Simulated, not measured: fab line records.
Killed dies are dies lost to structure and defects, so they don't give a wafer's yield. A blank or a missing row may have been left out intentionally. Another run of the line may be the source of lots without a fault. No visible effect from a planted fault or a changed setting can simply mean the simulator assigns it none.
Which tool is to blame? :: flow gf180mcu :: 13 lots with 39 wafers sampled at 4 steps, on a route of 602 steps

## WHAT THE GAUGES READ, wafer by wafer
GF_MVSD_TW_MEAS_11.
lot: L530
measured: day 4 17:47
on: film metro-03
MVSD_TW: 1556 1557 1554

lot: L531
measured: day 4 23:41
on: film metro-01
MVSD_TW: 1591 1592 1592

lot: L532
measured: day 5 03:20
on: film metro-03
MVSD_TW: 1564 1563 1558

lot: L533
measured: day 5 07:58
on: film metro-01
MVSD_TW: 1597 1603 1601

lot: L534
measured: day 5 18:26
on: film metro-01
MVSD_TW: 1606 1596 1595

lot: L536
measured: day 6 03:45
on: film metro-03
MVSD_TW: 1545 1559 1555

lot: L538
measured: day 6 15:52
on: film metro-01
MVSD_TW: 1589 1591 1587

lot: L540
measured: day 7 03:03
on: film metro-01
MVSD_TW: 1595 1590 1595

lot: L541
measured: day 7 07:41
on: film metro-02
MVSD_TW: 1542 1538 1556

lot: L542
measured: day 7 14:44
on: film metro-01
MVSD_TW: 1591 1601 1595

lot: L543
measured: day 7 19:59
on: film metro-03
MVSD_TW: 1555 1549 1545

lot: L551
measured: day 9 20:05
on: film metro-01
MVSD_TW: 1593 1602 1610

lot: L552
measured: day 10 03:52
on: film metro-03
MVSD_TW: 1558 1551 1554

GF_DUAL_GATE_OVL_MEAS_11.
lot: L530
measured: day 8 15:54
on: overlay-01
DUAL_GATE_OVL (nm): -2.4 -1.5 0.1

lot: L531
measured: day 8 22:27
on: overlay-02
DUAL_GATE_OVL (nm): 0.8 -0.1 2.4

lot: L532
measured: day 9 04:11
on: overlay-02
DUAL_GATE_OVL (nm): -0.6 -0.4 -0.4

lot: L533
measured: day 9 08:59
on: overlay-01
DUAL_GATE_OVL (nm): -0.6 -3.3 0.1

lot: L534
measured: day 9 20:36
on: overlay-01
DUAL_GATE_OVL (nm): 1.2 0.4 -0.5

lot: L536
measured: day 10 09:25
on: overlay-02
DUAL_GATE_OVL (nm): 0.4 -1.2 0.0

lot: L538
measured: day 11 00:44
on: overlay-01
DUAL_GATE_OVL (nm): 1.9 0.7 1.0

lot: L540
measured: day 11 12:33
on: overlay-01
DUAL_GATE_OVL (nm): 1.1 1.7 1.1

lot: L541
measured: day 11 16:54
on: overlay-02
DUAL_GATE_OVL (nm): - - -

lot: L542
measured: day 12 01:35
on: overlay-02
DUAL_GATE_OVL (nm): -2.2 -1.6 -1.1

lot: L543
measured: day 12 08:03
on: overlay-01
DUAL_GATE_OVL (nm): -2.7 -4.0 -3.0

lot: L551
measured: day 14 19:56
on: overlay-01
DUAL_GATE_OVL (nm): -0.1 -1.4 0.1

lot: L552
measured: day 15 04:20
on: overlay-01
DUAL_GATE_OVL (nm): 0.3 0.6 0.3

GF_POLY_GATE_OVL_MEAS_11.
lot: L530
measured: day 9 13:22
on: overlay-01
POLY_GATE_OVL (nm): -4 0 -5

lot: L531
measured: day 9 19:11
on: overlay-01
POLY_GATE_OVL (nm): -10 -2 -5

lot: L532
measured: day 10 01:40
on: overlay-01
POLY_GATE_OVL (nm): -4 -8 -7

lot: L533
measured: day 10 06:43
on: overlay-02
POLY_GATE_OVL (nm): -3 -4 -9

lot: L534
measured: day 10 18:13
on: overlay-01
POLY_GATE_OVL (nm): -10 -9 -14

lot: L536
measured: day 11 07:19
on: overlay-02
POLY_GATE_OVL (nm): -11 -3 -10

lot: L538
measured: day 11 23:55
on: overlay-02
POLY_GATE_OVL (nm): -8 -10 -3

lot: L540
measured: day 12 11:22
on: overlay-02
POLY_GATE_OVL (nm): -14 -19 -9

lot: L542
measured: day 13 01:58
on: overlay-02
POLY_GATE_OVL (nm): 1 2 3

lot: L543
measured: day 13 06:40
on: overlay-01
POLY_GATE_OVL (nm): 1 3 5

lot: L551
measured: day 15 21:01
on: overlay-02
POLY_GATE_OVL (nm): 2 2 -5

lot: L552
measured: day 16 07:01
on: overlay-01
POLY_GATE_OVL (nm): -7 -15 -11

## WHAT TOOL EACH LOT RAN ON (gives the tool, then ch and the chambers of the sampled wafers, and finally the start)
lot: L530
GF_DUAL_GATE_EXPOSE_08: iline stepper-01 ch 0, day 8 08:06

lot: L531
GF_DUAL_GATE_EXPOSE_08: iline stepper-01 ch 0, day 8 14:39

lot: L532
GF_DUAL_GATE_EXPOSE_08: iline stepper-02 ch 0, day 8 19:29

lot: L533
GF_DUAL_GATE_EXPOSE_08: iline stepper-02 ch 0, day 9 00:27

lot: L534
GF_DUAL_GATE_EXPOSE_08: iline stepper-02 ch 0, day 9 12:11

lot: L536
GF_DUAL_GATE_EXPOSE_08: iline stepper-01 ch 0, day 10 00:43

lot: L538
GF_DUAL_GATE_EXPOSE_08: iline stepper-01 ch 0, day 10 15:51

lot: L540
GF_DUAL_GATE_EXPOSE_08: iline stepper-02 ch 0, day 11 03:14

lot: L541
GF_DUAL_GATE_EXPOSE_08: iline stepper-01 ch 0, day 11 07:17

lot: L542
GF_DUAL_GATE_EXPOSE_08: iline stepper-01 ch 0, day 11 16:20

lot: L543
GF_DUAL_GATE_EXPOSE_08: iline stepper-01 ch 0, day 11 22:46

lot: L551
GF_DUAL_GATE_EXPOSE_08: iline stepper-01 ch 0, day 14 09:56

lot: L552
GF_DUAL_GATE_EXPOSE_08: iline stepper-01 ch 0, day 14 17:17
- GF_DUAL_GATE_EXPOSE_08: exposes mask Dualgate, target cd 700 nm.

## AS READ BY THE TOOLS THEMSELVES (means over the sampled wafers that have a number; for cases with no such wafer, the mark the record gives instead)
The record holds no such reading with a usual standard deviation.

## THE ANSWER, worked out from the rows above alone
Rule: what is usual is taken from the lots themselves. The widest of any qualifying gaps counts: lots, ordered by their means at a reading, are off when they make up no more than a third of the lots, leave a main group of 4 or more, and stand apart from it by 3 or more times the standard deviation of that group's means. A main group is skipped when, at the precision printed for the reading in the tables above, its means are all equal. A lot without any number at a reading at which 4 lots or more have one is off too. Any other lot the step has rows for is counted as sound. After the gauges, taken in route order, come the tools' own readings; for these a lot's mean is taken, as printed above. The first step at which some lot is off is used, and at that step the reading that is off furthest; a lot without a number counts as furthest.
Off: L541, at GF_DUAL_GATE_OVL_MEAS_11 (DUAL_GATE_OVL). Without a number there: L541. Main group: mean -0.4 nm, sd 1.3.
A tool fits if, at a process step before that reading, it ran every lot that is off, and no sound lot after the first of them. Gauges at GF_DUAL_GATE_OVL_MEAS_11: tried the same way as those tools. Not one of the candidates tried fits.

## WHAT WAS PUT IN BY THE SIMULATOR
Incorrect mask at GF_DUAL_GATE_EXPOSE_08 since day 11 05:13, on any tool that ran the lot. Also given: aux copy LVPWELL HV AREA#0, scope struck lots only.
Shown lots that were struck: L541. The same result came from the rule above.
